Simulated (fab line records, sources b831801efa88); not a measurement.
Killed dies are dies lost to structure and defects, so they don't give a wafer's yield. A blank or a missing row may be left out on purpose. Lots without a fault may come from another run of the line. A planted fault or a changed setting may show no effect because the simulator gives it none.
A struck lot beside a sound one | flow sky130 | 15 steps out of a route of 708
Sound: wafers L967.2, L967.4, L967.6. Struck: wafer L977.5. (L977.3, L977.4 of the same lot were not struck and are left out.) The cause comes at the end.
At each step with rows: each side's tool, then ch and its chambers, then its first start. Under that, the readings that differ: sound wafers | struck wafers | difference of the means | sigmas: that difference in standard deviations of wafers without a fault.
alike: readings whose means differ by less than 2 such deviations, and words and numbers that are the same on both sides. not compared: withheld readings, readings that some wafer has no value for, bounds like >300 that may hide the same value, and numbers for which the record gives no deviation and whose values overlap.
The two part at a step that has a row with sigmas, a row that says differs or no value, or rows on one side only. Numbers that don't overlap but have no deviation are shown without sigmas and don't part them. A reading that every wafer of one side lacks parts them only if that side has two wafers or more.

first, 3 steps without rows for these wafers: SKY_LI_CONTACT_EXPOSE_09 (exposes mask LICM1, target cd 170 nm); SKY_LI_CONTACT_PEB_10; SKY_LI_CONTACT_DEVELOP_11 (develop time 60 s).
SKY_LI_CONTACT_CD_MEAS_12: target cd 170 nm.
  sound on cd_sem-02, day 29 19:31; struck on cd_sem-02, day 32 18:22
  reading    | sound             | struck | difference | sigmas
  cd_nm (nm) | 169.1 167.4 167.2 | 172.1  | +4.2       | +4
SKY_LI_CONTACT_OVL_MEAS_13:
  sound on overlay-02, day 29 19:37; struck on overlay-02, day 32 18:27
  alike: LI_CONTACT_OVL
SKY_LI_CONTACT_ETCH_14: etches BARC in N2/H2, stops on SiO2, time 45.9 s, target depth 60 nm.
  sound on rie_diel-01 ch 0,2,3, day 29 19:38; struck on rie_diel-04 ch 3, day 32 18:29
  alike: drypump_motor_current_A, oes_product_au, throttle_valve_pct
  not compared: rf_hours_counter_h
SKY_LI_CONTACT_ETCH_15: etches PSG in C4F8/O2/Ar, stops on Si, target depth 600 nm.
  sound on rie_diel-01 ch 0,2,3, day 29 19:41; struck on rie_diel-04 ch 3, day 32 18:31
  alike: oes_product_au
SKY_LI_CONTACT_STRIP_16: strips in O2/N2.
  sound on plasma_asher-01 ch 0,1, day 29 19:46; struck on plasma_asher-01 ch 1, day 32 18:38
  reading                      | sound          | struck | difference | sigmas
  strip_time_to_endpoint_s (s) | 3.49 3.45 3.49 | 3.55   | +0.07      | +2
  alike: drypump_motor_current_A, oes_product_au
  not compared: rf_hours_counter_h
then, 2 steps without rows for these wafers: SKY_LI_CONTACT_CLEAN_17 (cleans in NMP, time 600 s); SKY_LI_CONTACT_PRE_CLEAN_18 (time 5.6 s).
SKY_LI_CONTACT_SPUTTER_19: material Ti, target thk 20 nm, time 106.37 s.
  sound on pvd_sputter-02, day 29 20:05; struck on pvd_sputter-02, day 32 18:54
  alike: throttle_valve_pct
SKY_LI_CONTACT_SPUTTER_20: material TiN, target thk 20 nm, time 80 s.
  sound on pvd_sputter-02, day 29 20:10; struck on pvd_sputter-02, day 32 18:59
  alike: throttle_valve_pct
SKY_LI_CONTACT_CVD_21: deposits W, target thk 400 nm, time 120.56 s.
  sound on cvd_w-01 ch 0,1, day 29 20:13; struck on cvd_w-01 ch 1, day 32 19:05
  reading                                  | sound           | struck | difference | sigmas
  model.W_of_LI_CONTACT_CVD_21.thk_nm (nm) | 407.6 402.8 404 | 422.6  | +17.8      |
  alike: heater_power_w
SKY_LI_CONTACT_RS_MEAS_22: measures by four-point-probe.
  sound on film_metro-04, day 29 20:22; struck on film_metro-01, day 32 19:12
  reading                  | sound             | struck | difference | sigmas
  LI_CONTACT_W_RS (ohm/sq) | 0.279 0.283 0.282 | 0.269  | -0.012     | -2
then, 1 step without rows for these wafers: SKY_PAD_OPEN_PROBE_99.

WHERE THEY PART
First at SKY_LI_CONTACT_CD_MEAS_12; last, within this record, at SKY_LI_CONTACT_RS_MEAS_22.

WHY: what the simulator had put in
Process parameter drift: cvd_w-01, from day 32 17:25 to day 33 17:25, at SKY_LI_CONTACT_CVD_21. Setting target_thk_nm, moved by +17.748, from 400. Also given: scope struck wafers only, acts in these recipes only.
